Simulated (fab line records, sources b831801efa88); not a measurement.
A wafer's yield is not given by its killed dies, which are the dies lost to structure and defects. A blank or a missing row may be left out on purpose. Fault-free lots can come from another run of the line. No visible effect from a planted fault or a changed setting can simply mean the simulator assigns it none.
Split-lot trial :: flow gf180mcu :: route with 602 steps; 5 lots, 23 wafers read

## SPLIT DETAILS
At GF_PSD_IMPLANT_09, the setting energy kev was moved away from the recipe's 40 on 11 of the 23 wafers read, by +2.7% to +6.0%. This setting was run at the recipe's value on the other wafers.

## FROM THE SPLIT TO THE READING: what the file shows between them, 3 steps
- GF_PSD_STRIP_10: strips in O2/N2
- GF_PSD_CLEAN_12: cleans in SC1/SC2, time 150 s
- GF_PSD_RTA_13: time 20 s

## THE READING
PSD_RS (ohm/sq), read at GF_PSD_RS_MEAS_15 with a four-point probe. On this fab line, fault-free wafers typically give 108.4 ohm/sq with a standard deviation of 0.33 ohm/sq.

wafer: L074.1
tool, chamber at the split: implanter-01, 0
energy kev as run: 40
against the recipe: recipe
PSD_RS, ohm/sq: 108.4
against lot-mates on the recipe: -

wafer: L074.2
tool, chamber at the split: implanter-01, 0
energy kev as run: 41.18
against the recipe: +3.0%
PSD_RS, ohm/sq: 107.0
against lot-mates on the recipe: -1.2

wafer: L074.3
tool, chamber at the split: implanter-01, 0
energy kev as run: 40
against the recipe: recipe
PSD_RS, ohm/sq: 108.1
against lot-mates on the recipe: -

wafer: L074.4
tool, chamber at the split: implanter-01, 0
energy kev as run: 41.18
against the recipe: +3.0%
PSD_RS, ohm/sq: 107.0
against lot-mates on the recipe: -1.2

wafer: L074.5
tool, chamber at the split: implanter-01, 0
energy kev as run: 41.18
against the recipe: +3.0%
PSD_RS, ohm/sq: 106.8
against lot-mates on the recipe: -1.5

wafer: L075.2
tool, chamber at the split: implanter-04, 0
energy kev as run: 41.93
against the recipe: +4.8%
PSD_RS, ohm/sq: 106.3
against lot-mates on the recipe: -2.2

wafer: L075.3
tool, chamber at the split: implanter-04, 0
energy kev as run: 40
against the recipe: recipe
PSD_RS, ohm/sq: 108.5
against lot-mates on the recipe: -

wafer: L075.4
tool, chamber at the split: implanter-04, 0
energy kev as run: 40
against the recipe: recipe
PSD_RS, ohm/sq: 108.4
against lot-mates on the recipe: -

wafer: L075.5
tool, chamber at the split: implanter-04, 0
energy kev as run: 41.93
against the recipe: +4.8%
PSD_RS, ohm/sq: 106.0
against lot-mates on the recipe: -2.5

wafer: L075.6
tool, chamber at the split: implanter-04, 0
energy kev as run: 41.93
against the recipe: +4.8%
PSD_RS, ohm/sq: 105.7
against lot-mates on the recipe: -2.8

wafer: L082.1
tool, chamber at the split: implanter-04, 0
energy kev as run: 42.41
against the recipe: +6.0%
PSD_RS, ohm/sq: 105.7
against lot-mates on the recipe: -3.0

wafer: L082.2
tool, chamber at the split: implanter-04, 0
energy kev as run: 40
against the recipe: recipe
PSD_RS, ohm/sq: 108.7
against lot-mates on the recipe: -

wafer: L082.3
tool, chamber at the split: implanter-04, 0
energy kev as run: 42.41
against the recipe: +6.0%
PSD_RS, ohm/sq: 105.5
against lot-mates on the recipe: -3.2

wafer: L082.4
tool, chamber at the split: implanter-04, 0
energy kev as run: 40
against the recipe: recipe
PSD_RS, ohm/sq: 108.6
against lot-mates on the recipe: -

wafer: L082.5
tool, chamber at the split: implanter-04, 0
energy kev as run: 42.41
against the recipe: +6.0%
PSD_RS, ohm/sq: 105.9
against lot-mates on the recipe: -2.8

wafer: L084.1
tool, chamber at the split: implanter-03, 0
energy kev as run: 40
against the recipe: recipe
PSD_RS, ohm/sq: 108.2
against lot-mates on the recipe: -

wafer: L084.2
tool, chamber at the split: implanter-03, 0
energy kev as run: 40
against the recipe: recipe
PSD_RS, ohm/sq: 108.2
against lot-mates on the recipe: -

wafer: L084.4
tool, chamber at the split: implanter-03, 0
energy kev as run: 41.07
against the recipe: +2.7%
PSD_RS, ohm/sq: 106.8
against lot-mates on the recipe: -1.3

wafer: L084.5
tool, chamber at the split: implanter-03, 0
energy kev as run: 40
against the recipe: recipe
PSD_RS, ohm/sq: 108.0
against lot-mates on the recipe: -

wafer: L084.6
tool, chamber at the split: implanter-03, 0
energy kev as run: 41.07
against the recipe: +2.7%
PSD_RS, ohm/sq: 107.2
against lot-mates on the recipe: -0.9

wafer: L085.1
tool, chamber at the split: implanter-04, 0
energy kev as run: 40
against the recipe: recipe
PSD_RS, ohm/sq: 107.7
against lot-mates on the recipe: -

wafer: L085.3
tool, chamber at the split: implanter-04, 0
energy kev as run: 40
against the recipe: recipe
PSD_RS, ohm/sq: 108.2
against lot-mates on the recipe: -

wafer: L085.5
tool, chamber at the split: implanter-04, 0
energy kev as run: 40
against the recipe: recipe
PSD_RS, ohm/sq: 108.1
against lot-mates on the recipe: -

THE FIT
A straight line over all 23 wafers: PSD_RS changes by -0.442 ohm/sq for each +1% of energy kev; r = -0.97; the points scatter about the line by 0.25 ohm/sq.
The same after taking each lot's own level away (the mean of its wafers on the recipe; 23 wafers): -0.491 ohm/sq for each +1%; r = -0.99; scatter 0.18 ohm/sq.
According to that fit, moving energy kev by its largest amount changes the reading by 3 ohm/sq.
From 108.00 to 108.65 ohm/sq: that is the span of the lots' own levels, equal to 2.0 times the standard deviation above.
Thus the slope moves with the lot-to-lot level: the two fits are different.
Check: with one of the wafers moved furthest among these (+6.0%) left out of the fit, the line predicts -2.93 ohm/sq for it against its lot-mates. It came out at -2.95 ohm/sq against them.

## THESE WAFERS: OTHER SPLITS
These wafers also went through other splits before the reading. Each is held against what the fit with the lots' levels taken away leaves over:
other split on the same wafers: GF_POLY_GATE_PEB_08 peb temp c
wafers away from the commonest value: 8
r with PSD_RS (lot level and that fit taken away): +0.22

other split on the same wafers: GF_POLY_GATE_ETCH_12 ion energy ev
wafers away from the commonest value: 8
r with PSD_RS (lot level and that fit taken away): +0.06

other split on the same wafers: GF_HV_LDD_DEVELOP_30 dev temp c
wafers away from the commonest value: 11
r with PSD_RS (lot level and that fit taken away): -0.11

other split on the same wafers: GF_HV_LDD_COAT_41 spin rpm
wafers away from the commonest value: 4
r with PSD_RS (lot level and that fit taken away): +0.07

other split on the same wafers: GF_NSD_DEVELOP_06 develop time s
wafers away from the commonest value: 7
r with PSD_RS (lot level and that fit taken away): -0.15

other split on the same wafers: GF_PSD_COAT_02 resist thk nm
wafers away from the commonest value: 9
r with PSD_RS (lot level and that fit taken away): -0.02

## THE WHOLE CHAIN: every reading that the file lists as answering this split, in the file's order
step: GF_PSD_IMPLANT_09
what it does: 
reading: implant.rp nm (the simulator's own value, which no gauge read)
change (the file's fit): +0.243 nm for each +1% of the setting
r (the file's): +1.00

step: GF_PSD_IMPLANT_09
what it does: 
reading: implant.drp nm (the simulator's own value, which no gauge read)
change (the file's fit): +0.11 nm for each +1% of the setting
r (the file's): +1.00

step: GF_PSD_RS_MEAS_15
what it does: measures by four-point-probe
reading: PSD_RS
change (the file's fit): -0.483 for each +1% of the setting
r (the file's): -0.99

step: GF_PSD_STRIP_10
what it does: strips in O2/N2
reading: strip time to endpoint s
change (the file's fit): withheld for each +1% of the setting, in a fit together with resist thk nm@PSD_COAT_02
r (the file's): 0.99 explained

## THE FILE'S OWN FIT
PSD_RS changes by -0.483 ohm/sq for each +1% of energy kev, r = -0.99.
